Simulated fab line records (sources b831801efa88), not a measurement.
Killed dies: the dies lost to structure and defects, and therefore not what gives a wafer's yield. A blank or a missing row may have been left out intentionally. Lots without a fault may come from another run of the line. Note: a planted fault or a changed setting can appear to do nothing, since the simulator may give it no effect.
A single fault, viewed from 2 desks || flow sky130 || each desk holds nothing but its own numbers, with what lay behind them at the end

== FROM THE METROLOGY DESK ==
What the gauges read, lot by lot, whatever tool the lot ran on: means of the sampled wafers that have a number. The brackets show how far a lot's mean lies from the usual mean; more than 4 standard deviations puts the lot out of limits, marked OUT.
Columns: A = cd_nm at SKY_METAL4_CD_MEAS_13, usual 299.7 nm
{"lot": "L112", "first seen here": "day 41 15:04", "A": 300.7}
{"lot": "L113", "first seen here": "day 42 04:45", "A": 299.4}
{"lot": "L118", "first seen here": "day 43 09:53", "A": 297.7}
{"lot": "L120", "first seen here": "day 44 06:05", "A": 298.9}
{"lot": "L124", "first seen here": "day 45 02:06", "A": 302.3}
{"lot": "L127", "first seen here": "day 46 06:02", "A": 298.3}
{"lot": "L129", "first seen here": "day 46 17:56", "A": 298.0}
{"lot": "L131", "first seen here": "day 46 20:54", "A": 299.6}
{"lot": "L135", "first seen here": "day 48 04:38", "A": 298.5}
{"lot": "L134", "first seen here": "day 48 07:33", "A": 301.7}
{"lot": "L133", "first seen here": "day 48 11:09", "A": 295.6}
Finding of this desk: none of the 11 lots has anything out of limits.

== TOOL OWNER'S DESK, pvd_sputter-04 ==
The tool's own readings at SKY_METAL5_SPUTTER_02 (material AlCu, target thk 1150 nm, time 61.2 s): means of the sampled wafers that have a number, for each lot that ran on this tool. The brackets show how far a lot's mean lies from the usual mean; more than 4 standard deviations puts the lot out of limits, marked OUT.
Columns: A = chamber_pressure_pa at SKY_METAL5_SPUTTER_02, usual 0.4001 Pa; B = throttle_valve_pct at SKY_METAL5_SPUTTER_02, usual 29.6 %
{"lot": "L113", "first seen here": "day 43 06:45", "A": 0.4010, "B": 29.4}
{"lot": "L120", "first seen here": "day 45 07:04", "A": "0.4209 (+26) OUT", "B": 29.1}
{"lot": "L134", "first seen here": "day 49 04:53", "A": 0.3998, "B": 29.2}
{"lot": "L133", "first seen here": "day 49 08:06", "A": 0.3997, "B": 29.4}
This desk's finding: out of limits on L120; first on L120, day 45 07:04 (chamber_pressure_pa at SKY_METAL5_SPUTTER_02). L113, L134, L133 stayed within limits.

== ALL TOGETHER ==
The tool owner's desk had the chance to raise an alarm at day 45 07:04 on L120.
At the metrology desk, nothing out of limits was observed.
The metrology desk holds a record of L120, inside its limits.
SKY_METAL5_SPUTTER_02 was run on pvd_sputter-04 by each of the lots named.

== WHAT THE SIMULATOR HAD INSERTED ==
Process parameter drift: pvd_sputter-04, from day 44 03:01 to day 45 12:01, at SKY_METAL5_SPUTTER_02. From 0.4, the setting chamber_pressure_pa moved by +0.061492. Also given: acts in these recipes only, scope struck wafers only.
Struck lots among those shown: L120.
Each desk's first reading out of limits, in hours after the fault started: the tool owner's desk, 28.
